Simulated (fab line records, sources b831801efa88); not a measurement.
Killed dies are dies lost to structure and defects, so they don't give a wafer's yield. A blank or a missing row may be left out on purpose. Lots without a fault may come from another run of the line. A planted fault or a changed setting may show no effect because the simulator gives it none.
Which tool did it? | flow sky130 | 12 lots, 36 wafers sampled, at 5 steps of a route of 708

WHAT THE GAUGES READ, wafer by wafer
SKY_CONTACT_THK_MEAS_01.
lot  | measured     | on            | CONTACT_CVD_00_THK (nm)
L342 | day 31 07:14 | film_metro-04 | 74.4 75.6 75.1
L344 | day 31 14:38 | film_metro-03 | 73.9 74.9 75.1
L347 | day 33 02:37 | film_metro-04 | 75.6 76.2 76.4
L348 | day 33 14:19 | film_metro-04 | 76.1 76.3 76.4
L350 | day 34 02:44 | film_metro-04 | 74.5 75.0 75.3
L349 | day 34 08:50 | film_metro-01 | 75.1 76.0 76.2
L351 | day 34 12:53 | film_metro-01 | 75.0 75.1 74.9
L352 | day 34 18:38 | film_metro-04 | 73.5 75.9 75.2
L356 | day 35 23:27 | film_metro-04 | 74.4 73.9 74.3
L357 | day 36 03:47 | film_metro-04 | 73.8 75.9 75.2
L358 | day 36 08:47 | film_metro-03 | 73.2 75.6 75.5
L363 | day 37 19:05 | film_metro-03 | 74.6 74.8 75.9

SKY_CONTACT_CD_MEAS_14: target cd 170 nm.
lot  | measured     | on        | cd_nm (nm)
L342 | day 32 12:00 | cd_sem-02 | 168.4 167.8 168.7
L344 | day 32 19:17 | cd_sem-01 | 169.5 170.2 171.4
L347 | day 34 06:24 | cd_sem-01 | 171.5 172.6 170.9
L348 | day 34 16:36 | cd_sem-01 | 170.2 169.2 170.2
L350 | day 35 04:54 | cd_sem-01 | 172.7 172.6 172.5
L349 | day 35 11:17 | cd_sem-02 | 171.5 171.8 171.4
L351 | day 35 16:06 | cd_sem-02 | 170.0 170.3 171.1
L352 | day 35 21:17 | cd_sem-01 | 171.5 172.4 172.9
L356 | day 37 01:59 | cd_sem-02 | 166.8 167.7 168.4
L357 | day 37 06:01 | cd_sem-02 | 169.6 169.5 170.0
L358 | day 37 10:58 | cd_sem-02 | 170.5 171.3 171.0
L363 | day 38 20:26 | cd_sem-01 | 169.7 171.3 171.2

SKY_CONTACT_RS_MEAS_25: measures by four-point-probe.
lot  | measured     | on            | CONTACT_W_RS (ohm/sq)
L342 | day 32 13:07 | film_metro-01 | 0.339 0.343 0.341
L344 | day 32 20:23 | film_metro-01 | 0.338 0.340 0.339
L347 | day 34 07:27 | film_metro-04 | 0.342 0.343 0.342
L348 | day 34 17:39 | film_metro-04 | 0.337 0.339 0.342
L350 | day 35 06:02 | film_metro-01 | 0.338 0.342 0.341
L349 | day 35 12:22 | film_metro-01 | 0.333 0.337 0.331
L351 | day 35 17:10 | film_metro-01 | 0.338 0.344 0.338
L352 | day 35 22:20 | film_metro-04 | 0.339 0.340 0.338
L356 | day 37 03:04 | film_metro-04 | 58.417 57.911 57.631
L357 | day 37 07:13 | film_metro-04 | 58.262 58.382 58.852
L358 | day 37 12:01 | film_metro-03 | 58.083 58.131 57.951
L363 | day 38 21:32 | film_metro-03 | 0.346 0.346 0.344

SKY_CONTACT_THK_MEAS_26: measures by xrf.
lot  | measured     | on            | CONTACT_W_THK (nm)
L342 | day 32 13:14 | film_metro-01 | 354 347 350
L344 | day 32 20:29 | film_metro-01 | 352 349 354
L347 | day 34 07:34 | film_metro-04 | 354 357 359
L348 | day 34 17:44 | film_metro-04 | 362 358 357
L350 | day 35 06:09 | film_metro-01 | 362 355 355
L349 | day 35 12:29 | film_metro-01 | 363 361 368
L351 | day 35 17:17 | film_metro-01 | 357 353 361
L352 | day 35 22:28 | film_metro-04 | 359 356 362
L356 | day 37 03:11 | film_metro-04 | <0 <0 <0
L357 | day 37 07:20 | film_metro-04 | <0 <0 <0
L358 | day 37 12:07 | film_metro-03 | <0 - <0
L363 | day 38 21:39 | film_metro-03 | 345 344 345

WHICH TOOL RAN EACH LOT (tool, then ch and the chambers of the sampled wafers, then the start)
lot  | SKY_CONTACT_CVD_24
L342 | cvd_w-01 ch 0,1, day 32 13:00
L344 | cvd_w-02 ch 0,1, day 32 20:16
L347 | cvd_w-01 ch 0,1, day 34 07:20
L348 | cvd_w-02 ch 0,1, day 34 17:31
L350 | cvd_w-02 ch 0,1, day 35 05:55
L349 | cvd_w-01 ch 1, day 35 12:16
L351 | cvd_w-01 ch 0,1, day 35 17:03
L352 | cvd_w-01 ch 0,1, day 35 22:14
L356 | cvd_w-02 ch 0,1, day 37 02:57
L357 | cvd_w-01 ch 0,1, day 37 07:01
L358 | cvd_w-02 ch 0,1, day 37 11:53
L363 | cvd_w-02 ch 0,1, day 38 21:25
- SKY_CONTACT_CVD_24: deposits W, target thk 340 nm, time 102.12 s.

WHAT THE TOOLS THEMSELVES READ (means of the sampled wafers that have a number; where no wafer has one, the mark that the record gives instead)
SKY_CONTACT_CVD_24.
lot  | tool     | chamber_pressure_Torr (Torr) | heater_power_outer_w (W) | heater_power_w (W)
L342 | cvd_w-01 | 39.92                        | 549                      | 857
L344 | cvd_w-02 | 39.99                        | 465                      | 772
L347 | cvd_w-01 | 40.01                        | 557                      | 847
L348 | cvd_w-02 | 40.01                        | 462                      | 720
L350 | cvd_w-02 | 39.94                        | 463                      | 722
L349 | cvd_w-01 | 39.94                        | 561                      | 879
L351 | cvd_w-01 | 40.01                        | 553                      | 865
L352 | cvd_w-01 | 39.95                        | 553                      | 867
L356 | cvd_w-02 | -                            | -                        | -
L357 | cvd_w-01 | -                            | -                        | -
L358 | cvd_w-02 | -                            | -                        | -
L363 | cvd_w-02 | 39.98                        | 465                      | 781

THE ANSWER, worked out from the rows above alone
Rule: what is usual is taken from the lots themselves. Put in order of their means at a reading, lots are off if they are a third of the lots or fewer, leave a main group of 4 or more, and stand apart from it by a gap of 3 or more times the standard deviation of the main group's means; of several such gaps the widest counts. A main group whose means are all the same, to the digits that the tables above print for the reading, isn't used. A lot without any number at a reading at which 4 lots or more have one is off too. The other lots that the step has rows for count as sound. The gauges are gone through in route order, then the tools' own readings, and for those a lot's mean is taken as printed above. The first step at which some lot is off is used, and at that step the reading that is off furthest; a lot without a number counts as furthest.
Off: L356, L357, L358, at SKY_CONTACT_RS_MEAS_25 (CONTACT_W_RS). The main group: mean 0.340 ohm/sq, standard deviation 0.0029.
A tool fits if, at a process step before that reading, it ran every lot that is off, and no sound lot after the first of them. The gauges at SKY_CONTACT_RS_MEAS_25 aren't tried: what is off there is off at SKY_CONTACT_CVD_24 too, on other tools, and a gauge's error can't cause that. None of those tried fits.

WHAT THE SIMULATOR HAD PUT IN
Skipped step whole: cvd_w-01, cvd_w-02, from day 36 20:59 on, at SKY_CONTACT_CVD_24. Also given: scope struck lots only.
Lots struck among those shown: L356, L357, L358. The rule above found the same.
